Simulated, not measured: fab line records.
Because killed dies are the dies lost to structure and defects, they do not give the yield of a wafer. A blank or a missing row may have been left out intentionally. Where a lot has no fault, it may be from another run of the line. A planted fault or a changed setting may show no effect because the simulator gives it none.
Which of the tools did it? | flow gf180mcu | 72 wafers from 24 lots sampled at 6 of the route's 602 steps

WHAT EACH GAUGE READ, for each wafer
GF_V4_OVL_MEAS_15. Usual: V4_OVL 3 nm, standard deviation 4.5.
lot  | measured     | on         | V4_OVL (nm) | flag
L074 | day 24 12:06 | overlay-01 | 2 6 3       |
L075 | day 25 00:17 | overlay-01 | 4 1 1       |
L076 | day 25 04:35 | overlay-02 | -2 -2 5     |
L077 | day 25 17:01 | overlay-02 | 6 2 2       |
L078 | day 26 03:53 | overlay-01 | 7 4 1       |
L079 | day 26 07:05 | overlay-01 | 6 5 3       |
L080 | day 27 00:00 | overlay-02 | -1 7 0      |
L081 | day 27 05:56 | overlay-01 | 3 2 6       |
L082 | day 27 07:24 | overlay-01 | 5 3 6       |
L084 | day 27 18:11 | overlay-01 | -6 5 1      |
L083 | day 27 21:05 | overlay-02 | 5 6 -3      |
L085 | day 28 11:59 | overlay-02 | 9 0 0       |
L086 | day 28 14:36 | overlay-02 | 2 5 0       |
L087 | day 29 00:05 | overlay-02 | -2 -3 -7    |
L088 | day 29 02:14 | overlay-01 | 1 1 7       |
L089 | day 29 07:18 | overlay-02 | 4 3 6       |
L090 | day 29 10:47 | overlay-01 | 1 2 -7      |
L091 | day 29 18:06 | overlay-01 | -1 -3 -8    |
L092 | day 30 04:36 | overlay-02 | 1 6 1       |
L093 | day 30 12:27 | overlay-02 | 0 1 6       |
L094 | day 30 18:19 | overlay-02 | 7 6 6       |
L095 | day 30 22:18 | overlay-02 | 6 5 8       |
L096 | day 31 15:15 | overlay-01 | 8 0 8       |
L097 | day 31 16:15 | overlay-02 | -8 -7 -3    |

GF_MIM_THK_MEAS_11: measures by xrf. Usual: MIM_ALCU_THK 198.2 nm, standard deviation 2.
lot  | measured     | on            | MIM_ALCU_THK (nm) | flag
L074 | day 24 14:02 | film-metro-02 | 196.6 198.0 196.9 |
L075 | day 25 02:14 | film-metro-02 | 198.4 200.4 199.4 |
L076 | day 25 08:34 | film-metro-03 | 198.5 196.8 198.1 |
L077 | day 25 18:56 | film-metro-04 | 198.7 198.3 197.0 |
L078 | day 26 05:49 | film-metro-03 | 197.8 198.1 197.9 |
L079 | day 26 09:19 | film-metro-03 | 197.6 198.3 197.0 |
L080 | day 27 01:55 | film-metro-03 | 196.2 196.2 197.1 |
L081 | day 27 07:53 | film-metro-03 | 198.5 198.8 200.1 |
L082 | day 27 09:22 | film-metro-02 | 202.4 203.3 203.6 |
L084 | day 27 20:16 | film-metro-02 | 196.5 198.8 199.3 |
L083 | day 27 23:07 | film-metro-02 | 199.7 196.6 196.8 |
L085 | day 28 13:55 | film-metro-03 | 197.9 198.0 196.1 |
L086 | day 28 16:33 | film-metro-03 | 196.9 193.9 196.5 |
L087 | day 29 02:01 | film-metro-03 | 194.5 197.1 193.2 |
L088 | day 29 04:11 | film-metro-03 | 198.6 201.7 201.2 |
L089 | day 29 09:14 | film-metro-02 | 194.9 199.6 199.9 |
L090 | day 29 12:42 | film-metro-02 | 199.3 199.5 199.1 |
L091 | day 29 20:02 | film-metro-02 | 201.6 199.2 198.5 |
L092 | day 30 06:34 | film-metro-02 | 194.8 195.9 194.0 |
L093 | day 30 14:25 | film-metro-04 | 198.7 198.0 199.0 |
L094 | day 30 20:20 | film-metro-04 | 198.8 198.0 196.6 |
L095 | day 31 00:23 | film-metro-02 | 196.2 196.9 195.0 |
L096 | day 31 17:11 | film-metro-04 | 198.6 201.5 202.1 |
L097 | day 31 18:25 | film-metro-02 | 197.6 195.9 196.1 |

GF_M5_OVL_MEAS_08. Usual: M5_OVL -1 nm, standard deviation 4.9.
lot  | measured     | on         | M5_OVL (nm) | flag
L074 | day 26 10:04 | overlay-02 | -4 -2 -4    |
L075 | day 26 20:44 | overlay-02 | 10 1 1      |
L076 | day 27 02:50 | overlay-01 | -7 -10 -3   |
L077 | day 27 12:09 | overlay-02 | -3 1 -5     |
L078 | day 27 23:01 | overlay-02 | 5 5 11      |
L079 | day 28 02:47 | overlay-01 | 1 -1 -5     |
L080 | day 28 18:00 | overlay-01 | -5 3 -1     |
L081 | day 29 00:15 | overlay-01 | 0 -5 -2     |
L082 | day 29 00:41 | overlay-02 | -10 -1 -10  |
L084 | day 29 11:26 | overlay-01 | 3 -1 -5     |
L083 | day 29 14:33 | overlay-01 | 0 -7 1      |
L085 | day 30 04:26 | overlay-02 | -4 -8 2     |
L086 | day 30 06:27 | overlay-02 | -4 -9 -4    |
L087 | day 30 15:45 | overlay-01 | -3 8 -3     |
L088 | day 30 18:22 | overlay-01 | -3 1 5      |
L089 | day 30 22:39 | overlay-01 | 2 -3 -1     |
L090 | day 31 01:26 | overlay-01 | 0 5 -6      |
L091 | day 31 08:23 | overlay-01 | -1 0 0      |
L092 | day 31 18:51 | overlay-02 | 1 5 -5      |
L093 | day 32 01:47 | overlay-01 | 4 -2 -4     |
L094 | day 32 06:47 | overlay-01 | 5 -5 0      |
L095 | day 32 11:16 | overlay-02 | 5 -2 6      |
L096 | day 33 02:45 | overlay-01 | -6 1 -1     |
L097 | day 33 04:14 | overlay-01 | -5 -9 -4    |

EACH LOT AND THE TOOL THAT RAN IT (in order: tool; ch and the chambers of the sampled wafers; start)
lot  | GF_M2_SPUTTER_03             | GF_V2_ETCH_16                      | GF_V4_CVD_02
L074 | pvd-sputter-04, day 18 06:56 | rie-diel-03 ch 0,1,2, day 20 08:28 | pecvd-01 ch 0,1,2, day 23 13:23
L075 | pvd-sputter-03, day 18 19:41 | rie-diel-04 ch 0,2,3, day 20 21:53 | pecvd-04 ch 0,2, day 24 01:14
L076 | pvd-sputter-04, day 19 00:48 | rie-diel-02 ch 1,3, day 21 02:55   | pecvd-04 ch 0,1, day 24 05:40
L077 | pvd-sputter-04, day 19 13:55 | rie-diel-04 ch 2,3, day 21 16:19   | pecvd-02 ch 0,2, day 24 18:53
L078 | pvd-sputter-04, day 20 04:31 | rie-diel-02 ch 0,2,3, day 22 05:08 | pecvd-01 ch 0,2, day 25 06:21
L079 | pvd-sputter-03, day 20 06:17 | rie-diel-02 ch 1,2,3, day 22 07:19 | pecvd-02 ch 1,2, day 25 08:47
L080 | pvd-sputter-04, day 21 02:20 | rie-diel-04 ch 1,2,3, day 23 03:32 | pecvd-04 ch 0,2, day 26 02:45
L081 | pvd-sputter-04, day 21 08:54 | rie-diel-03 ch 0,1,2, day 23 09:14 | pecvd-02 ch 1,2, day 26 08:19
L082 | pvd-sputter-02, day 21 09:17 | rie-diel-04 ch 1,2,3, day 23 09:35 | pecvd-01 ch 0,1,2, day 26 10:13
L084 | pvd-sputter-03, day 21 23:59 | rie-diel-03 ch 1,2,3, day 23 22:31 | pecvd-01 ch 0,1,2, day 26 21:07
L083 | pvd-sputter-02, day 22 03:30 | rie-diel-02 ch 0,1,3, day 24 03:19 | pecvd-01 ch 0,1, day 27 01:13
L085 | pvd-sputter-03, day 22 20:05 | rie-diel-03 ch 1,2, day 24 18:50   | pecvd-04 ch 0,1, day 27 14:59
L086 | pvd-sputter-04, day 22 23:28 | rie-diel-04 ch 0,1,2, day 24 21:38 | pecvd-02 ch 0,1,2, day 27 18:23
L087 | pvd-sputter-03, day 23 09:07 | rie-diel-03 ch 0,1,2, day 25 07:02 | pecvd-01 ch 0,2, day 28 03:52
L088 | pvd-sputter-03, day 23 12:41 | rie-diel-03 ch 0,2,3, day 25 11:23 | pecvd-01 ch 0,1,2, day 28 06:47
L089 | pvd-sputter-03, day 23 18:58 | rie-diel-04 ch 0,1, day 25 16:16   | pecvd-04 ch 0,1,2, day 28 11:28
L090 | pvd-sputter-04, day 23 23:17 | rie-diel-04 ch 0,1,2, day 25 20:08 | pecvd-01 ch 0,1,2, day 28 14:42
L091 | pvd-sputter-03, day 24 07:36 | rie-diel-04 ch 0,2, day 26 03:59   | pecvd-01 ch 0,1,2, day 28 22:31
L092 | pvd-sputter-04, day 24 19:07 | rie-diel-03 ch 0,2, day 26 15:19   | pecvd-04 ch 1,2, day 29 09:17
L093 | pvd-sputter-03, day 25 05:00 | rie-diel-02 ch 0,1,3, day 27 01:10 | pecvd-01 ch 0,2, day 29 17:18
L094 | pvd-sputter-04, day 25 10:35 | rie-diel-02 ch 0,1,3, day 27 06:19 | pecvd-04 ch 0,2, day 29 22:56
L095 | pvd-sputter-03, day 25 16:54 | rie-diel-02 ch 0,1,3, day 27 12:17 | pecvd-02 ch 1,2, day 30 03:24
L096 | pvd-sputter-03, day 26 12:11 | rie-diel-03 ch 1,3, day 28 06:59   | pecvd-04 ch 0,2, day 30 20:26
L097 | pvd-sputter-04, day 26 13:31 | rie-diel-03 ch 1,3, day 28 07:40   | pecvd-01 ch 0,1,2, day 30 22:22
- GF_M2_SPUTTER_03: material Ti, target thk 10 nm, time 6.7 s.
- GF_V2_ETCH_16: etches BARC in N2/H2.
- GF_V4_CVD_02: deposits SiO2 from TEOS, target thk 850 nm, time 94.851 s.

AS READ BY THE TOOLS THEMSELVES (means over the sampled wafers that have a number; for cases with no such wafer, the mark the record gives instead)
GF_M2_SPUTTER_03. Usual: 30.4 % for throttle-valve-pct, sd 1.5.
lot  | tool           | throttle-valve-pct (%) | flag
L074 | pvd-sputter-04 | 32.5                   |
L075 | pvd-sputter-03 | 30.4                   |
L076 | pvd-sputter-04 | 31.0                   |
L077 | pvd-sputter-04 | 32.1                   |
L078 | pvd-sputter-04 | 31.2                   |
L079 | pvd-sputter-03 | 30.1                   |
L080 | pvd-sputter-04 | 30.7                   |
L081 | pvd-sputter-04 | 30.0                   |
L082 | pvd-sputter-02 | 29.8                   |
L084 | pvd-sputter-03 | 30.2                   |
L083 | pvd-sputter-02 | 31.4                   |
L085 | pvd-sputter-03 | 30.2                   |
L086 | pvd-sputter-04 | 30.0                   |
L087 | pvd-sputter-03 | 30.4                   |
L088 | pvd-sputter-03 | 30.2                   |
L089 | pvd-sputter-03 | 30.2                   |
L090 | pvd-sputter-04 | 30.8                   |
L091 | pvd-sputter-03 | 29.9                   |
L092 | pvd-sputter-04 | 30.8                   |
L093 | pvd-sputter-03 | 30.0                   |
L094 | pvd-sputter-04 | 29.6                   |
L095 | pvd-sputter-03 | 30.2                   |
L096 | pvd-sputter-03 | 29.9                   |
L097 | pvd-sputter-04 | 29.8                   |

GF_V2_ETCH_16. Usual: chamber-pressure-mTorr 30.000 mTorr, standard deviation 0.028; drypump-motor-current-A 5.7 A, standard deviation 0.31; oes-product-au 0.855 a.u., standard deviation 0.0047; throttle-valve-pct 13.225 %, standard deviation 0.0099.
lot  | tool        | chamber-pressure-mTorr (mTorr) | drypump-motor-current-A (A) | oes-product-au (a.u.) | throttle-valve-pct (%) | flag
L074 | rie-diel-03 | 29.997                         | 5.9                         | 0.854                 | 13.231                 |
L075 | rie-diel-04 | 30.017                         | 6.0                         | 0.853                 | 13.220                 |
L076 | rie-diel-02 | 30.029                         | 5.5                         | 0.856                 | 13.225                 |
L077 | rie-diel-04 | 29.995                         | 6.0                         | 0.850                 | 13.225                 |
L078 | rie-diel-02 | 29.966                         | 5.6                         | 0.856                 | 13.226                 |
L079 | rie-diel-02 | 29.989                         | 5.5                         | 0.859                 | 13.226                 |
L080 | rie-diel-04 | 30.037                         | 5.8                         | 0.858                 | 13.219                 |
L081 | rie-diel-03 | 29.994                         | 5.9                         | 0.857                 | 13.221                 |
L082 | rie-diel-04 | 30.004                         | 5.8                         | 0.856                 | 13.225                 |
L084 | rie-diel-03 | 29.977                         | 5.9                         | 0.847                 | 13.212                 |
L083 | rie-diel-02 | 29.995                         | 5.7                         | 0.851                 | 13.217                 |
L085 | rie-diel-03 | 29.991                         | 6.1                         | 0.852                 | 13.217                 |
L086 | rie-diel-04 | 29.993                         | 5.8                         | 0.850                 | 13.225                 |
L087 | rie-diel-03 | 29.997                         | 5.9                         | 0.858                 | 13.220                 |
L088 | rie-diel-03 | 30.018                         | 5.6                         | 0.856                 | 13.227                 |
L089 | rie-diel-04 | 30.006                         | 5.7                         | 0.856                 | 13.224                 |
L090 | rie-diel-04 | 29.959                         | 5.8                         | 0.855                 | 13.233                 |
L091 | rie-diel-04 | 30.016                         | 5.9                         | 0.853                 | 13.223                 |
L092 | rie-diel-03 | 29.976                         | 5.8                         | 0.856                 | 13.239                 |
L093 | rie-diel-02 | 30.002                         | 5.7                         | 0.855                 | 13.219                 |
L094 | rie-diel-02 | 30.002                         | 5.7                         | 0.857                 | 13.227                 |
L095 | rie-diel-02 | 30.022                         | 5.7                         | 0.853                 | 13.235                 |
L096 | rie-diel-03 | 29.982                         | 5.6                         | 0.861                 | 13.222                 |
L097 | rie-diel-03 | 30.016                         | 5.6                         | 0.854                 | 13.227                 |

GF_V4_CVD_02. Usual: 638 W for heater-power-w, sd 100.
lot  | tool     | heater-power-w (W) | flag
L074 | pecvd-01 | 599                |
L075 | pecvd-04 | 747                |
L076 | pecvd-04 | 634                |
L077 | pecvd-02 | 576                |
L078 | pecvd-01 | 610                |
L079 | pecvd-02 | 690                |
L080 | pecvd-04 | 639                |
L081 | pecvd-02 | 627                |
L082 | pecvd-01 | 636                |
L084 | pecvd-01 | 632                |
L083 | pecvd-01 | 563                |
L085 | pecvd-04 | 622                |
L086 | pecvd-02 | 590                |
L087 | pecvd-01 | 650                |
L088 | pecvd-01 | 633                |
L089 | pecvd-04 | 684                |
L090 | pecvd-01 | 626                |
L091 | pecvd-01 | 620                |
L092 | pecvd-04 | 676                |
L093 | pecvd-01 | 682                |
L094 | pecvd-04 | 715                |
L095 | pecvd-02 | 637                |
L096 | pecvd-04 | 684                |
L097 | pecvd-01 | 606                |

THE ANSWER, worked out from the rows above alone
Rule: a lot counts as off when the mean over its wafers that have a number is more than 3 standard deviations away from the usual mean. A lot without any number at a reading at which 4 lots or more have one is off too. The other lots that the step has rows for count as sound. Order of review: gauges by route order, followed by the tools' own readings, for which a lot's mean as printed above is used. The first step at which some lot is off is used, and at that step the reading that is off furthest; a lot without a number counts as furthest.
No lot is off at any reading shown: from this, nothing can be told.

WHAT THE SIMULATOR HAD INSERTED
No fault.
